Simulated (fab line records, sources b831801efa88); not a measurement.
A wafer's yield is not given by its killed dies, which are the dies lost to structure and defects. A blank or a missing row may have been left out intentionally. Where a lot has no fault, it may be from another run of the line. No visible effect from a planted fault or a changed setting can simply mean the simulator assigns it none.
Comparing a struck lot with a sound one -- flow sky130 -- 15 steps out of a route of 708
Sound: wafers L372.3, L372.4, L372.6. Wafers struck: L369.3, L369.4, L369.6. At the end, the cause is stated.
At each step with rows: each side's tool, then ch and its chambers, then its first start. Under that, the readings that differ: sound wafers -- struck wafers -- difference of the means -- sigmas: that difference in standard deviations of wafers without a fault.
alike: readings with means less than 2 such deviations apart, plus words and numbers identical on both sides. not compared: withheld readings, readings lacking a value on some wafer, bounds such as >300 that could conceal the same value, and numbers that have no deviation in the record and whose values overlap.
The two part at a step that has a row with sigmas, a row that says differs or no value, or rows on one side only. Non-overlapping numbers with no deviation appear without sigmas and do not part them. Lack of a reading on every wafer of one side parts them only where that side has two or more wafers.

SKY_CAP2M_SPUTTER_02: material TiN, target thk 200 nm, time 166.7 s.
  struck on pvd-sputter-02, day 40 19:50; sound on pvd-sputter-02, day 41 20:46
  alike: chamber-pressure-pa, throttle-valve-pct
SKY_CAP2M_RS_MEAS_03: uses a four-point probe to measure.
  struck on film-metro-03, day 40 19:59; sound on film-metro-02, day 41 20:54
  alike: CAP2M_TIN_RS
SKY_CAP2M_THK_MEAS_04: measures by xrf.
  struck on film-metro-03, day 40 20:05; sound on film-metro-02, day 41 21:00
  alike: CAP2M_TIN_THK
then, 7 steps without rows for these wafers: SKY_CAP2M_DEHYDRATE_05 (time 60 s); SKY_CAP2M_HMDS_06 (prime time 60 s); SKY_CAP2M_COAT_07 (resist thk 1140 nm); SKY_CAP2M_SOFTBAKE_08 (time 60 s); SKY_CAP2M_EXPOSE_09 (exposes mask CAP2M, target cd 1000 nm); SKY_CAP2M_PEB_10; SKY_CAP2M_DEVELOP_11 (develop time 60 s).
SKY_CAP2M_OVL_MEAS_12:
  struck on overlay-01, day 41 19:35; sound on overlay-01, day 42 20:13
  alike: CAP2M_OVL
SKY_CAP2M_METAL_ETCH_13: etches TiN in Cl2/BCl3, stops on SiO2, target depth 220 nm, time 62.9 s.
  sound on rie-metal-02 ch 0,1, day 42 20:16; struck on rie-metal-04 ch 1, day 41 19:39
reading,sound,struck,difference,sigmas
drypump-motor-current-A (A),6.6 6.0 6.5,5.1 5.1 5.1,-1.3,-2
  alike: oes-product-au, throttle-valve-pct
  not compared: rf-hours-counter-h
SKY_CAP2M_STRIP_14: strips in O2/N2.
  sound on plasma-asher-02 ch 0,1, day 42 20:22; struck on plasma-asher-01 ch 0,1, day 41 19:47
reading,sound,struck,difference,sigmas
n2-flow-sccm (sccm),302.2 301.1 301.8,298.4 300.6 299.1,-2.3,-2
o2-flow-sccm (sccm),3008 2994 2998,2395 2417 2415,-591,-70
strip-time-to-endpoint-s (s),12.73 12.68 12.73,12.85 12.84 12.82,+0.12,+2
  alike: drypump-motor-current-A, oes-product-au
  not compared: rf-hours-counter-h
then, 2 steps without rows for these wafers: SKY_CAP2M_STRIP_15 (strips in post etch residue remover, time 1200 s); SKY_PAD_OPEN_PROBE_99.

== WHERE THEY PART ==
At SKY_CAP2M_METAL_ETCH_13 first; at SKY_CAP2M_STRIP_14 last (within this record only).

WHY: whatever the simulator had introduced
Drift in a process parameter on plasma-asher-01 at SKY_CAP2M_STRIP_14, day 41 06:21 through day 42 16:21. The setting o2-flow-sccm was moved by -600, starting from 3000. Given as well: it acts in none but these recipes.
